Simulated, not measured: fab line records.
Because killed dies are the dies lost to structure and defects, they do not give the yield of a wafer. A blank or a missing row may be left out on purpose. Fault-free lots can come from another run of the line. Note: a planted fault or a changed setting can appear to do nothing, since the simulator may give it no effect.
fab line records | flow sky130
[record] lots = 6 | wafers = 18 | last_day = 50
route steps=708 shown SD_N@344 PAD_OPEN@708
lots with no fault: from the same line, run without faults
start_h: the number of hours between the record's first day and the start of the first shown wafer of the lot | wait_h: how many hours have passed since the lot's step before this one | " the same as in the row above | L1.1+2: several wafers, shown together as one row | - no value, or no start given | * or withheld: withheld | < > ~ a bound
route shown NAME@n: a module of which the file shows steps, and the number in the route of the first | usual: mean and standard deviation over wafers with no fault | same: alike in all rows | chamber/n: place in a boat | sites: readings site by site | _std_site: the standard deviation of these | _edge_site: outer sites' mean less inner sites' | radius_mm: for every site, how far away it sits from the centre of the wafer | mask NAME#n: copy n | behind: tool/chamber where the wafer was last shaped | hold: the reason the lot was held/the length of the hold in hours/how it ended | device: names the non-switching transistor (n, p or np) | end of line: the same wafers' tests at the end of the route | step lacking rows: just its recipe | killed: count of dies lost to structure and defects at first sort (not the wafer's yield) | map: a wafer's dies, marking killed ones x, the rest . and places with no die _
set.NAME: the setting that was run; set.NAME@STEP: the one run at that earlier step | model.NAME: the simulator's own value behind a step, which no gauge read
lots at some steps of the route; a table a step, a row a wafer
services: when a tool's chamber went out of use (start_h, in hours from the record's first day, below 0 if earlier), for how many hours, and the reason
[[steps]]
[step SKY_SD_N_COAT_02]
[recipe] resist = NOVOLAK | spin_rpm = 3000 | resist_thk_nm = 1140
[step SKY_SD_N_SOFTBAKE_03]
[recipe] temp_c = 90 | time_s = 60 | resist = NOVOLAK
[step SKY_SD_N_EXPOSE_04]
[recipe] mask_id = NSDM | na = 0.6 | source_shape = conventional | sigma_outer = 0.6 | polarization = unpolarized | target_cd_nm = 380 | dose_mj = 141
[step SKY_SD_N_PEB_05]
[recipe] temp_c = withheld | time_s = * | resist = NOVOLAK
[step SKY_SD_N_DEVELOP_06]
[recipe] resist = NOVOLAK | developer = TMAH | develop_time_s = 60 | dev_temp_c = 23
[step SKY_SD_N_CD_MEAS_07]
[recipe] target_cd_nm = 380
[usual] cd_nm = 380.6/1.7
lot.wafer | tool      | chamber | start_h | wait_h | cd_nm
L238.2    | cd_sem-01 | -       | 668.33  | 0.2    | 382.0
L238.3    | "         | -       | "       | "      | 382.1
L238.6    | "         | -       | "       | "      | 381.3
L240.2    | cd_sem-02 | -       | 698.04  | 0.1    | 380.3
L240.4    | "         | -       | "       | "      | 382.7
L240.5    | "         | -       | "       | "      | 381.3
L249.1    | cd_sem-02 | -       | 781.39  | 0.1    | 380.4
L249.3    | "         | -       | "       | "      | 379.9
L249.5    | "         | -       | "       | "      | 381.7
L252.1    | cd_sem-02 | -       | 782.97  | 0.1    | 378.9
L252.2    | "         | -       | "       | "      | 380.9
L252.3    | "         | -       | "       | "      | 381.1
L255.1    | cd_sem-02 | -       | 804.77  | 0.1    | 382.4
L255.2    | "         | -       | "       | "      | 378.6
L255.6    | "         | -       | "       | "      | 380.4
L259.2    | cd_sem-02 | -       | 828.91  | 0.1    | 380.1
L259.3    | "         | -       | "       | "      | 378.5
L259.4    | "         | -       | "       | "      | 379.2
[step SKY_SD_N_OVL_MEAS_08]
[usual] SD_N_OVL = 0.4/1.4
lot.wafer | tool       | chamber | start_h | wait_h | SD_N_OVL[nm]
L238.2    | overlay-01 | -       | 668.43  | 0.1    | -0.9
L238.3    | "          | -       | "       | "      | -2.1
L238.6    | "          | -       | "       | "      | -1.4
L240.2    | overlay-02 | -       | 698.14  | 0.1    | 1.9
L240.4    | "          | -       | "       | "      | -0.1
L240.5    | "          | -       | "       | "      | 1.3
L249.1    | overlay-02 | -       | 781.51  | 0.1    | -2.2
L249.3    | "          | -       | "       | "      | 0.5
L249.5    | "          | -       | "       | "      | -2.6
L252.1    | overlay-02 | -       | 783.09  | 0.1    | 0.2
L252.2    | "          | -       | "       | "      | -0.8
L252.3    | "          | -       | "       | "      | 2.2
L255.1    | overlay-01 | -       | 804.89  | 0.1    | -0.1
L255.2    | "          | -       | "       | "      | 0.5
L255.6    | "          | -       | "       | "      | 0.7
L259.2    | overlay-02 | -       | 829.01  | 0.1    | 1.3
L259.3    | "          | -       | "       | "      | 1.7
L259.4    | "          | -       | "       | "      | 2.4
[step SKY_SD_N_IMPLANT_09]
[recipe] species = As | energy_kev = 50 | dose_cm2 = 4e+15 | tilt_deg = 0
[step SKY_SD_N_IMPLANT_10]
[recipe] species = P | energy_kev = 20 | dose_cm2 = 1e+14 | tilt_deg = 0
[step SKY_SD_N_STRIP_11]
[recipe] chemistry = O2/N2 | power_w = 1400 | pressure_mtorr = 1500 | platen_temp_c = withheld | o2_flow_sccm = 3000 | n2_flow_sccm = 300 | overash_fraction = 0.5
[usual] drypump_motor_current_A = 5.5/0.32 | oes_product_au = 0.527/0.0045 | strip_time_to_endpoint_s = 22.54/0.045
lot.wafer | tool            | chamber | start_h | wait_h | drypump_motor_current_A | oes_product_au | rf_hours_counter_h | strip_time_to_endpoint_s
L238.2    | plasma_asher-01 | 1       | 668.76  | 0.1    | 5.9                     | 0.527          | 50                 | 22.61
L238.3    | "               | 0       | "       | "      | 5.0                     | 0.526          | -                  | 22.64
L238.6    | "               | 1       | "       | "      | 5.9                     | 0.531          | -                  | 22.66
L240.2    | plasma_asher-03 | 1       | 698.47  | 0.1    | 5.4                     | 0.527          | 27                 | 22.51
L240.4    | "               | 1       | "       | "      | 5.5                     | 0.537          | -                  | 22.52
L240.5    | "               | 0       | "       | "      | 5.4                     | 0.521          | -                  | 22.54
L249.1    | plasma_asher-03 | 0       | 781.84  | 0.1    | 5.4                     | 0.535          | 36                 | 22.56
L249.3    | "               | 1       | "       | "      | 5.4                     | 0.529          | -                  | 22.55
L249.5    | "               | 1       | "       | "      | 5.4                     | 0.521          | -                  | 22.56
L252.1    | plasma_asher-03 | 0       | 783.42  | 0.1    | 5.4                     | 0.523          | 36                 | 22.51
L252.2    | "               | 1       | "       | "      | 5.4                     | 0.528          | 36                 | 22.51
L252.3    | "               | 0       | "       | "      | 5.4                     | 0.529          | -                  | 22.51
L255.1    | plasma_asher-01 | 1       | 805.22  | 0.1    | 5.9                     | 0.514          | 64                 | 22.46
L255.2    | "               | 0       | "       | "      | 5.1                     | 0.517          | 64                 | 22.46
L255.6    | "               | 1       | "       | "      | 5.9                     | 0.529          | -                  | 22.43
L259.2    | plasma_asher-03 | 0       | 829.34  | 0.1    | 5.4                     | 0.531          | 41                 | 22.56
L259.3    | "               | 1       | "       | "      | 5.5                     | 0.528          | -                  | 22.56
L259.4    | "               | 0       | "       | "      | 5.4                     | 0.531          | -                  | 22.56
[step SKY_SD_N_TW_MEAS_12]
[usual] SD_N_TW = 3970/29
lot.wafer | tool          | chamber | start_h | wait_h | SD_N_TW
L238.2    | film_metro-02 | -       | 668.87  | 0.1    | 3955
L238.3    | "             | -       | "       | "      | 3946
L238.6    | "             | -       | "       | "      | 3933
L240.2    | film_metro-02 | -       | 698.58  | 0.1    | 3963
L240.4    | "             | -       | "       | "      | 3960
L240.5    | "             | -       | "       | "      | 3959
L249.1    | film_metro-03 | -       | 781.94  | 0.1    | 4072
L249.3    | "             | -       | "       | "      | 4038
L249.5    | "             | -       | "       | "      | 4032
L252.1    | film_metro-02 | -       | 783.52  | 0.1    | 3921
L252.2    | "             | -       | "       | "      | 3933
L252.3    | "             | -       | "       | "      | 3938
L255.1    | film_metro-04 | -       | 805.32  | 0.1    | 3965
L255.2    | "             | -       | "       | "      | 3953
L255.6    | "             | -       | "       | "      | 3965
L259.2    | film_metro-04 | -       | 829.45  | 0.1    | 4003
L259.3    | "             | -       | "       | "      | 3998
L259.4    | "             | -       | "       | "      | 3985
[step SKY_SD_N_CLEAN_13]
[recipe] chemistry = SC1/SC2 | mix = 1:4:20 | temp_c = 70 | time_s = 150 | dry = n2_spin
[step SKY_SD_N_RTA_14]
[recipe] temp_c = 1075 | time_s = 2 | idle_temp_c = 650 | ramp_up_c_per_s = 150 | ramp_down_c_per_s = 90 | ambient = N2
[usual] lamp_power_pct = 15.73/0.053 | ramp_down_c_per_s = 90.000/0.016 | wafer_temp_C_max = 1078.0/1.2
lot.wafer | tool          | chamber | start_h | wait_h | lamp_power_pct | ramp_down_c_per_s | wafer_temp_C_max
L238.2    | rtp_anneal-02 | 0       | 668.98  | 0.0    | 15.85          | 90.012            | 1077.2
L238.3    | "             | 0       | "       | "      | 15.77          | 89.990            | 1077.9
L238.6    | "             | 0       | "       | "      | 15.74          | 90.020            | 1077.8
L240.2    | rtp_anneal-02 | 0       | 698.70  | 0.0    | 15.90          | 90.007            | 1078.6
L240.4    | "             | 0       | "       | "      | 15.70          | 89.985            | 1079.1
L240.5    | "             | 0       | "       | "      | 15.68          | 89.987            | 1077.4
L249.1    | rtp_anneal-02 | 0       | 782.06  | 0.0    | 15.69          | 36.008            | 1079.4
L249.3    | "             | 0       | "       | "      | 15.61          | 35.987            | 1078.2
L249.5    | "             | 0       | "       | "      | 15.77          | 35.980            | 1080.3
L252.1    | rtp_anneal-02 | 0       | 783.64  | 0.0    | 15.79          | 36.008            | 1078.0
L252.2    | "             | 0       | "       | "      | 15.75          | 36.022            | 1079.4
L252.3    | "             | 0       | "       | "      | 15.75          | 36.028            | 1077.4
L255.1    | rtp_anneal-01 | 0       | 805.44  | 0.0    | 15.69          | 90.030            | 1079.0
L255.2    | "             | 0       | "       | "      | 15.70          | 90.010            | 1076.9
L255.6    | "             | 0       | "       | "      | 15.73          | 90.014            | 1077.8
L259.2    | rtp_anneal-01 | 0       | 829.57  | 0.0    | 15.71          | 89.985            | 1077.3
L259.3    | "             | 0       | "       | "      | 15.74          | 89.992            | 1079.3
L259.4    | "             | 0       | "       | "      | 15.77          | 90.016            | 1078.2
[step SKY_PAD_OPEN_PROBE_99]
[usual] killed_at_M0_to_M3 = 44/8.6 | killed_at_M4_up = 3.4/1.9 | killed_at_contacts = 23/5.7 | killed_at_front_end = 15/4.5 | killed_at_other = 0.4/0.62 | killed_dies = 86/11 | killed_on_rim = 17/4.5 | killed_open = 46/7.6 | killed_short = 39/6.3
[same] gross_dies = 492 | killed_at_back_side = 0
lot.wafer | tool      | chamber | start_h | wait_h | killed_at_M0_to_M3 | killed_at_M4_up | killed_at_contacts | killed_at_front_end | killed_at_other | killed_dies | killed_on_rim | killed_open | killed_short | model.etest.res_xhigh_po.line_ohm_um | model.etest.res_xhigh_po.rs_ohm_sq | model.etest.res_pdiff.line_ohm_um | model.etest.res_high_po.line_ohm_um | model.etest.licon_pdiff.rc_ohm | model.etest.licon_high_po.rc_ohm | model.etest.res_ndiff.line_ohm_um | model.etest.res_high_po.rs_ohm_sq
L238.2    | prober-02 | -       | 1095.41 | 0.1    | 60                 | 7               | 18                 | 21                  | 0               | 106         | 28            | 51          | 55           | 5461                                 | 1911                               | 1347                              | 736                                 | 572.9                          | 339.1                            | 782.5                             | 255.8
L238.3    | prober-02 | -       | 1095.46 | 0.2    | 51                 | 4               | 17                 | 13                  | 3               | 88          | 16            | 43          | 42           | 5605                                 | 1973                               | 1358                              | 739.5                               | 588.6                          | 353.4                            | 773.1                             | 257.6
L238.6    | prober-02 | -       | 1095.61 | 0.2    | 54                 | 5               | 17                 | 15                  | 0               | 91          | 19            | 51          | 39           | 5450                                 | 1924                               | 1330                              | 726.7                               | 595.6                          | 336.9                            | 770.4                             | 255.6
L240.2    | prober-01 | -       | 1117.03 | 0.1    | 54                 | 4               | 26                 | 14                  | 1               | 99          | 18            | 58          | 40           | 5811                                 | 2002                               | 1342                              | 745.1                               | 571                            | 346.6                            | 742.9                             | 261.9
L240.4    | prober-01 | -       | 1117.13 | 0.2    | 47                 | 4               | 17                 | 17                  | 1               | 86          | 14            | 45          | 41           | 5837                                 | 2053                               | 1371                              | 743.7                               | 590.5                          | 358.4                            | 747.9                             | 260.9
L240.5    | prober-01 | -       | 1117.18 | 0.2    | 45                 | 3               | 25                 | 8                   | 0               | 81          | 17            | 38          | 42           | 5591                                 | 2002                               | 1383                              | 738.5                               | 567.6                          | 348.5                            | 746.9                             | 259.2
L249.1    | prober-02 | -       | 1174.29 | 0.1    | 43                 | 2               | 28                 | 11                  | 0               | 84          | 18            | 48          | 36           | 5262                                 | 1865                               | 1352                              | 707.5                               | 601                            | 329.6                            | 741                               | 251
L249.3    | prober-02 | -       | 1174.39 | 0.2    | 47                 | 2               | 42                 | 8                   | 0               | 99          | 15            | 56          | 43           | 5400                                 | 1899                               | 1361                              | 721.2                               | 622                            | 338.1                            | 746.7                             | 255.4
L249.5    | prober-02 | -       | 1174.49 | 0.2    | 35                 | 3               | 27                 | 14                  | 0               | 79          | 12            | 42          | 34           | 5209                                 | 1801                               | 1351                              | 718.9                               | 619.8                          | 317.3                            | 753.9                             | 249.1
L252.1    | prober-02 | -       | 1175.13 | 0.1    | 33                 | 2               | 24                 | 10                  | 1               | 70          | 11            | 30          | 38           | 4970                                 | 1768                               | 1291                              | 701.9                               | 639.5                          | 310.4                            | 738.6                             | 250.4
L252.2    | prober-02 | -       | 1175.18 | 0.1    | 40                 | 11              | 19                 | 13                  | 0               | 83          | 13            | 48          | 35           | 5074                                 | 1772                               | 1279                              | 701.5                               | 648.8                          | 332.3                            | 739.5                             | 249.9
L252.3    | prober-02 | -       | 1175.23 | 0.2    | 45                 | 5               | 21                 | 15                  | 1               | 87          | 17            | 47          | 38           | 5098                                 | 1758                               | 1293                              | 715.9                               | 620.3                          | 322.6                            | 729.9                             | 247.8
L255.1    | prober-01 | -       | 1189.34 | 0.1    | 38                 | 2               | 20                 | 13                  | 1               | 74          | 12            | 40          | 32           | 5452                                 | 1909                               | 1417                              | 729.6                               | 587.4                          | 350.9                            | 788.7                             | 258.1
L255.2    | prober-01 | -       | 1189.39 | 0.1    | 49                 | 3               | 25                 | 11                  | 1               | 89          | 12            | 54          | 35           | 6063                                 | 2097                               | 1417                              | 781.5                               | 614.3                          | 370.6                            | 773.9                             | 270.9
L255.6    | prober-01 | -       | 1189.59 | 0.2    | 66                 | 3               | 31                 | 11                  | 0               | 111         | 23            | 63          | 48           | 5593                                 | 1927                               | 1430                              | 757                                 | 612.5                          | 372.1                            | 783.1                             | 262
L259.2    | prober-01 | -       | 1202.02 | 0.1    | 26                 | 7               | 31                 | 14                  | 0               | 78          | 16            | 44          | 33           | 5827                                 | 2025                               | 1367                              | 759.9                               | 604.9                          | 339.4                            | 740.7                             | 262.1
L259.3    | prober-01 | -       | 1202.07 | 0.2    | 45                 | 4               | 32                 | 28                  | 0               | 109         | 23            | 52          | 56           | 5556                                 | 1925                               | 1389                              | 737.6                               | 567.6                          | 348.3                            | 749.4                             | 256.2
L259.4    | prober-01 | -       | 1202.12 | 0.2    | 50                 | 4               | 36                 | 13                  | 0               | 103         | 28            | 58          | 44           | 5659                                 | 1980                               | 1354                              | 735.5                               | 563.6                          | 331.7                            | 735.7                             | 260.2
// killed by level:class
L238.2 VIA2:geometric_particle:open=15 VIA1:geometric_particle:open=12 POLY_GATE:geometric_particle:short=7 METAL1:geometric_particle:short=7 CONTACT:geometric_particle:open=6 VIA3:geometric_particle:short=6 VIA1:geometric_particle:short=6 METAL2:geometric_particle:short=6
L238.3 VIA2:geometric_particle:open=10 VIA1:geometric_particle:open=8 METAL2:geometric_particle:short=7 VIA3:geometric_particle:open=7 POLY_GATE:geometric_particle:short=5 METAL1:geometric_particle:short=5 FIELD_ISO:geometric_particle:open=4 LOCAL_INTERCONNECT:geometric_particle:short=4
L238.6 VIA1:geometric_particle:open=19 METAL2:geometric_particle:short=9 LI_CONTACT:geometric_particle:open=7 VIA1:geometric_particle:short=6 CONTACT:geometric_particle:open=6 VIA2:geometric_particle:open=6 FIELD_ISO:geometric_particle:short=4 METAL1:geometric_particle:short=4
L240.2 VIA1:geometric_particle:open=17 CONTACT:geometric_particle:open=8 VIA2:geometric_particle:open=7 LOCAL_INTERCONNECT:geometric_particle:short=6 CONTACT:geometric_particle:short=5 VIA3:geometric_particle:open=5 VIA1:geometric_particle:short=5 METAL2:geometric_particle:short=5
L240.4 VIA1:geometric_particle:open=10 VIA3:geometric_particle:open=8 VIA1:geometric_particle:short=8 METAL1:geometric_particle:short=7 FIELD_ISO:geometric_particle:open=6 POLY_GATE:geometric_particle:open=5 METAL3:geometric_particle:short=5 CONTACT:geometric_particle:short=4
L240.5 VIA1:geometric_particle:open=9 LI_CONTACT:geometric_particle:open=7 METAL1:geometric_particle:short=6 METAL2:geometric_particle:short=6 VIA3:geometric_particle:open=6 LOCAL_INTERCONNECT:geometric_particle:short=5 CONTACT:geometric_particle:short=5 VIA2:geometric_particle:open=5
L249.1 VIA3:geometric_particle:open=13 VIA2:geometric_particle:open=10 CONTACT:geometric_particle:short=8 CONTACT:geometric_particle:open=7 LI_CONTACT:geometric_particle:open=6 METAL2:geometric_particle:short=4 LOCAL_INTERCONNECT:geometric_particle:short=4 VIA1:geometric_particle:open=4
L249.3 VIA1:geometric_particle:open=11 CONTACT:geometric_particle:open=10 VIA2:geometric_particle:open=10 LI_CONTACT:geometric_particle:short=9 VIA3:geometric_particle:open=8 CONTACT:geometric_particle:short=7 METAL2:geometric_particle:short=7 LOCAL_INTERCONNECT:geometric_particle:short=6
L249.5 CONTACT:geometric_particle:open=10 VIA3:geometric_particle:open=8 POLY_GATE:geometric_particle:short=5 LI_CONTACT:geometric_particle:short=5 LI_CONTACT:geometric_particle:open=5 VIA2:geometric_particle:open=5 VIA1:geometric_particle:open=5 POLY_GATE:geometric_particle:open=4
L252.1 LI_CONTACT:geometric_particle:open=8 CONTACT:geometric_particle:short=7 METAL1:geometric_particle:short=7 VIA3:geometric_particle:open=6 VIA2:geometric_particle:open=5 LOCAL_INTERCONNECT:geometric_particle:short=4 VIA1:geometric_particle:open=4 FIELD_ISO:geometric_particle:open=3
L252.2 METAL1:geometric_particle:short=9 VIA1:geometric_particle:open=9 CONTACT:geometric_particle:open=7 METAL4:geometric_particle:short=7 FIELD_ISO:geometric_particle:open=6 LI_CONTACT:geometric_particle:open=6 VIA2:geometric_particle:open=6 METAL2:geometric_particle:short=4
L252.3 VIA1:geometric_particle:open=8 METAL1:geometric_particle:short=7 METAL2:geometric_particle:short=7 FIELD_ISO:geometric_particle:open=6 LI_CONTACT:geometric_particle:open=6 VIA3:geometric_particle:open=6 VIA2:geometric_particle:open=6 CONTACT:geometric_particle:open=5
L255.1 LI_CONTACT:geometric_particle:open=7 VIA3:geometric_particle:open=7 METAL2:geometric_particle:short=6 VIA1:geometric_particle:open=6 VIA2:geometric_particle:open=6 LOCAL_INTERCONNECT:geometric_particle:short=5 CONTACT:geometric_particle:open=5 METAL1:geometric_particle:short=3
L255.2 VIA1:geometric_particle:open=13 CONTACT:geometric_particle:open=13 VIA2:geometric_particle:open=8 VIA3:geometric_particle:open=7 VIA1:geometric_particle:short=6 CONTACT:geometric_particle:short=5 FIELD_ISO:geometric_particle:short=4 LI_CONTACT:geometric_particle:open=4
L255.6 VIA1:geometric_particle:open=20 CONTACT:geometric_particle:open=12 VIA3:geometric_particle:open=10 LOCAL_INTERCONNECT:geometric_particle:short=7 VIA1:geometric_particle:short=6 VIA2:geometric_particle:open=6 CONTACT:geometric_particle:short=5 METAL1:geometric_particle:short=5
L259.2 CONTACT:geometric_particle:open=11 LI_CONTACT:geometric_particle:open=10 VIA1:geometric_particle:open=9 METAL4:geometric_particle:short=6 LOCAL_INTERCONNECT:geometric_particle:short=5 CONTACT:geometric_particle:short=5 FIELD_ISO:geometric_particle:open=4 FIELD_ISO:geometric_particle:short=4
L259.3 VIA1:geometric_particle:open=10 LI_CONTACT:geometric_particle:open=9 CONTACT:geometric_particle:open=9 POLY_GATE:geometric_particle:short=8 VIA2:geometric_particle:open=6 FIELD_ISO:geometric_particle:short=5 POLY_GATE:geometric_particle:open=5 LOCAL_INTERCONNECT:geometric_particle:short=5
L259.4 LI_CONTACT:geometric_particle:open=14 VIA1:geometric_particle:open=9 VIA3:geometric_particle:open=9 CONTACT:geometric_particle:open=8 METAL1:geometric_particle:short=7 VIA2:geometric_particle:open=7 LOCAL_INTERCONNECT:geometric_particle:short=5 CONTACT:geometric_particle:short=5
[[services]]
tool            | chamber | start_h | hours | kind
rtp_anneal-01   | -       | 655.96  | 66.2  | pm
plasma_asher-03 | -       | 745.77  | 2.1   | repair
[[key]]
[first_sign] step = SKY_SD_N_RTA_14 | reading = ramp_down_c_per_s | direction = down | sigmas = 99+ | usual = 90.000 | struck = 36.005
effect none on later readings
[model_effect] step = SKY_PAD_OPEN_PROBE_99 | value = etest.res_xhigh_po.line_ohm_um | without = 5699 | struck = 5169
met_at SKY_SD_N_RTA_14
struck_wafers L249.1,L249.3,L249.5,L252.1,L252.2,L252.3
tester_left_out L249,L252
onset_between 698.70 782.06
[fault] kind = process_parameter_drift | tool = rtp_anneal-02 | chamber = - | onset_h = 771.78 | steps = SKY_SD_N_RTA_14 | channel = ramp_down_c_per_s | offset = -54 | shape = step | end_h = 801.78 | acts_in = these_recipes_only | stated = 90
// tester_left_out: of these lots the tester's yield and bins aren't shown, on N5 and GAA mostly nor the transistor test; their killed dies are dies lost to structure and defects alone, not to doping, threshold or leakage, so they don't give the yield
